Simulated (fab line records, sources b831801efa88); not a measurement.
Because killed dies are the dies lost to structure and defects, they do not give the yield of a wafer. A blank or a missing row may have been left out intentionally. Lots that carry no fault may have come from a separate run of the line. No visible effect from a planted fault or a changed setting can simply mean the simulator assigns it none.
Problem report in the 8D (eight disciplines) form, filled by code | flow gf180mcu | the parts of the form that need people (team, actions taken, sign-off) are left out

1. WHAT WENT WRONG
Wafers without a fault read 794.4 W, standard deviation 2.8; rfFwdPowerW at GF_M1_METAL_ETCH_16 reads a mean of 922.7 W on 6 wafers belonging to 2 lots. Measured from the usual mean, that is +46 standard deviations.
The step: etches the open film in Cl2/BCl3, stops on SiO2, target depth 627.5 nm, time 104.6 s.
Earliest sighting: wafer L731.3 on rieMetal-03 at day 20 15:23. The record has a number at this step for 33 wafers belonging to 11 lots. The rule behind "out" and "out of limits": a value lying over 4 standard deviations away from the usual mean. All remaining wafers that have a number are taken as sound.

2. WHAT IT IS, AND WHAT IT ISN'T
question                    | is                     | is not
which readings at this step | rfFwdPowerW            | bcl3FlowSccm, drypumpMotorCurrentA, oesProductAu, throttleValvePct
which lots                  | L731, L734             | L722, L727, L738, L739, L740, L741, L742, L744, L745
which wafers of those lots  | all that have a number | -
read on which tools         | rieMetal-03            | rieMetal-01, rieMetal-02
when                        | from day 20 15:23      | up to then (6 sound wafers); but 21 sound wafers of L738, L739, L740, L741, L742, L744, L745 came after

3. SUSPECTS, AND WHAT RULES EACH OUT
Counting: a tool stays on the suspect list if, at a process step up to the reading, it processed all lots that are out and no sound lot following the first of them.
- rieMetal-03 at GF_M1_METAL_ETCH_16 (etches the open film in Cl2/BCl3, stops on SiO2, target depth 627.5 nm, time 104.6 s): ruled out as a lasting fault. The sound lots L741, L744, L745 went through it after L731, its earliest lot that is out (day 20 15:23).
Left after counting: nothing in the record.

4. THE CAUSE (what the simulator had put in)
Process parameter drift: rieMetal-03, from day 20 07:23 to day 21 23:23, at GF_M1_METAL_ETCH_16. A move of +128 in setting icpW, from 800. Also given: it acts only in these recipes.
Counting ruled it out, wrongly.

5. THE EFFECT CHAIN, in route order
One row per reading whose mean, taken over the struck wafers that have a number, lies over 3 standard deviations from the usual. Only readings whose record carries a usual standard deviation are examined. hours: median over the lots of the time between each lot's start at the first step of this table that gives one and its start at this step. sigmas: the change, counted in usual standard deviations.
hours | step                | reading              | usual   | on struck wafers | change | sigmas
0     | GF_M1_METAL_ETCH_16 | rfFwdPowerW          | 794.4 W | 922.7            | +128.3 | +46
0     | GF_M1_STRIP_17      | stripTimeToEndpointS | 7.88 s  | 7.59             | -0.29  | -5.2
Process steps it contains:
- GF_M1_METAL_ETCH_16: etches the open film in Cl2/BCl3, stops on SiO2, target depth 627.5 nm, time 104.6 s.
- GF_M1_STRIP_17: strips in O2/N2.
Later steps that measure or inspect, where all struck wafers having a row at the step show a number for every such reading and not one has moved that far: GF_V3_THK_MEAS_25.

6. HOW IT WOULD HAVE BEEN CAUGHT EARLIER
In this record the first reading out of limits was taken at day 20 15:23, 8 hours after the fault began at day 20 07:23.
